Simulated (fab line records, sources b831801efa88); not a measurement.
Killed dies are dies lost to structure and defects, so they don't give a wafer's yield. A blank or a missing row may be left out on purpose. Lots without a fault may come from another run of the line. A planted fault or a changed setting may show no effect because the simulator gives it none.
Tool commonality check | flow sky130 | 10 lots, 30 wafers sampled

WHY IT WAS OPENED
At SKY_VIA2_RS_MEAS_22 the reading VIA2_W_RS is flagged on 2 of 10 lots. Wafers without a fault read 0.272 ohm/sq, standard deviation 0.0055.
Rule: a lot is flagged when every wafer of it that has a number lies more than 4 standard deviations from that mean, or none has a number. The other lots count as sound.

lot  | measured     | on            | VIA2_W_RS (ohm/sq), wafer by wafer | flag
L986 | day 37 12:07 | film_metro-01 | 0.274 0.280 0.278                  |
L987 | day 37 14:17 | film_metro-02 | 0.283 0.261 0.262                  |
L988 | day 37 17:22 | film_metro-01 | 0.275 0.275 0.279                  |
L994 | day 39 13:40 | film_metro-03 | 0.282 0.264 0.279                  |
L997 | day 40 04:23 | film_metro-03 | 0.270 0.271 0.273                  |
L999 | day 41 10:31 | film_metro-02 | 0.278 0.279 0.263                  |
L104 | day 43 07:07 | film_metro-01 | 0.272 0.272 0.270                  |
L107 | day 43 11:29 | film_metro-03 | 0.272 0.276 0.274                  |
L106 | day 43 12:23 | film_metro-02 | 0.180 0.187 0.179                  | FLAGGED
L109 | day 43 23:46 | film_metro-03 | 0.187 0.187 0.188                  | FLAGGED
The numbers of the flagged lots are 0.185 ohm/sq on average: -0.087 ohm/sq against the usual, or -16 standard deviations.

WHICH TOOL RAN EACH LOT
The record holds 1 process step before the reading, out of a route of 708 steps. In each cell: the tool, then ch and the chambers that the sampled wafers went through, then the start.
lot  | flag    | SKY_VIA2_CVD_21
L986 |         | cvd_w-02 ch 0, day 37 11:59
L987 |         | cvd_w-02 ch 0,1, day 37 14:09
L988 |         | cvd_w-01 ch 0,1, day 37 17:14
L994 |         | cvd_w-02 ch 0,1, day 39 13:32
L997 |         | cvd_w-01 ch 0,1, day 40 04:16
L999 |         | cvd_w-02 ch 0,1, day 41 10:23
L104 |         | cvd_w-01 ch 0,1, day 43 06:59
L107 |         | cvd_w-01 ch 0,1, day 43 11:22
L106 | FLAGGED | cvd_w-02 ch 0,1, day 43 12:14
L109 | FLAGGED | cvd_w-02 ch 0, day 43 23:31
What these steps do:
- SKY_VIA2_CVD_21: deposits W, target thk 420 nm, time 126.4 s.
- SKY_VIA2_RS_MEAS_22: measures by four-point-probe.

FLAGGED OVER TOTAL, TOOL BY TOOL (the gauges that took the reading come last)
step                | tool          | lots run | flagged | share of the flagged lots | sound lots run after its first flagged lot
SKY_VIA2_CVD_21     | cvd_w-01      | 4        | 0       | none                      | -
SKY_VIA2_CVD_21     | cvd_w-02      | 6        | 2       | all                       | 0
SKY_VIA2_RS_MEAS_22 | film_metro-01 | 3        | 0       | none                      | -
SKY_VIA2_RS_MEAS_22 | film_metro-02 | 3        | 1       | some                      | 0
SKY_VIA2_RS_MEAS_22 | film_metro-03 | 4        | 1       | some                      | 0

WHAT THE TABLE ALLOWS
1 row of the table ran every flagged lot: cvd_w-02 at SKY_VIA2_CVD_21.
- cvd_w-02 at SKY_VIA2_CVD_21: 2 of its 6 lots flagged. Its last sound lot is L999 (day 41 10:23), its first flagged lot L106 (day 43 12:14): a fault that began between those two fits. Its own readings lie more than 4 standard deviations out on every wafer of the flagged lots: susceptor_temp_C.
One tool is left: cvd_w-02 at SKY_VIA2_CVD_21.

WHAT THE SIMULATOR HAD PUT IN
Process parameter drift: cvd_w-02, from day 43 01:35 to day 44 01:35, at SKY_VIA2_CVD_21. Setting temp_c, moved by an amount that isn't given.
Lots struck among those shown: L106, L109. The rule above found the same.
